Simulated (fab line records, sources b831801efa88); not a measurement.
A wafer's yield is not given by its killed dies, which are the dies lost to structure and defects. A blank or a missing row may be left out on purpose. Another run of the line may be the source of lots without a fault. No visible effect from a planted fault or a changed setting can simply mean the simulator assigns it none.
What tool caused it? | flow sky130 | 7 lots with 21 wafers sampled at 2 steps, on a route of 708 steps

WHAT THE GAUGES READ, wafer by wafer
SKY_METAL1_RS_MEAS_05: measurement is done with a four-point probe.
lot  | measured     | on            | METAL1_ALCU_RS (ohm/sq)
L955 | day 32 00:58 | film-metro-01 | 0.1339 0.1319 0.1339
L957 | day 33 04:02 | film-metro-01 | 0.1325 0.1330 0.1338
L960 | day 34 15:23 | film-metro-04 | 0.1319 0.1325 0.1322
L961 | day 34 21:24 | film-metro-01 | 0.1345 0.1342 0.1344
L965 | day 36 20:40 | film-metro-04 | 0.0886 0.0887 0.0883
L973 | day 37 18:58 | film-metro-04 | 0.1310 0.1313 0.1332
L975 | day 38 06:00 | film-metro-04 | 0.1337 0.1331 0.1335

EACH LOT AND THE TOOL THAT RAN IT (in order: tool; ch and the chambers of the sampled wafers; start)
lot  | SKY_METAL1_SPUTTER_02
L955 | pvd-sputter-01, day 32 00:53
L957 | pvd-sputter-02, day 33 03:56
L960 | pvd-sputter-03, day 34 15:18
L961 | pvd-sputter-01, day 34 21:19
L965 | pvd-sputter-03, day 36 20:35
L973 | pvd-sputter-01, day 37 18:52
L975 | pvd-sputter-01, day 38 05:52
- SKY_METAL1_SPUTTER_02: material AlCu, target thk 250 nm, time 13.3 s.

THE ANSWER, worked out from the rows above alone
Rule: the usual values come from the lots themselves. Put in order of their means at a reading, lots are off if they are a third of the lots or fewer, leave a main group of 4 or more, and stand apart from it by a gap of 3 or more times the standard deviation of the main group's means; of several such gaps the widest counts. Not used: any main group whose means are identical at the precision the tables above print for the reading. Also off: a lot with no number at a reading for which 4 or more lots have one. Any other lot the step has rows for is counted as sound.
Off: at SKY_METAL1_RS_MEAS_05 (METAL1_ALCU_RS), L965. For the main group the mean is 0.1330 ohm/sq and the standard deviation 0.00083.
If a tool, at a process step before that reading, ran all the lots that are off and no sound lot after the first of them, it fits. Gauges at SKY_METAL1_RS_MEAS_05: tried the same way as those tools. One fits: pvd-sputter-03 at SKY_METAL1_SPUTTER_02. Its last sound lot is L960 (day 34 15:18), its first lot that is off L965 (day 36 20:35): a fault that began between those two fits.

WHAT HAD BEEN PUT IN BY THE SIMULATOR
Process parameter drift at SKY_METAL1_SPUTTER_02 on pvd-sputter-03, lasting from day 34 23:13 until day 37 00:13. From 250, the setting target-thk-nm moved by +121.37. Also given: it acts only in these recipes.
Struck lots among those shown: L965. The rule above found the same.
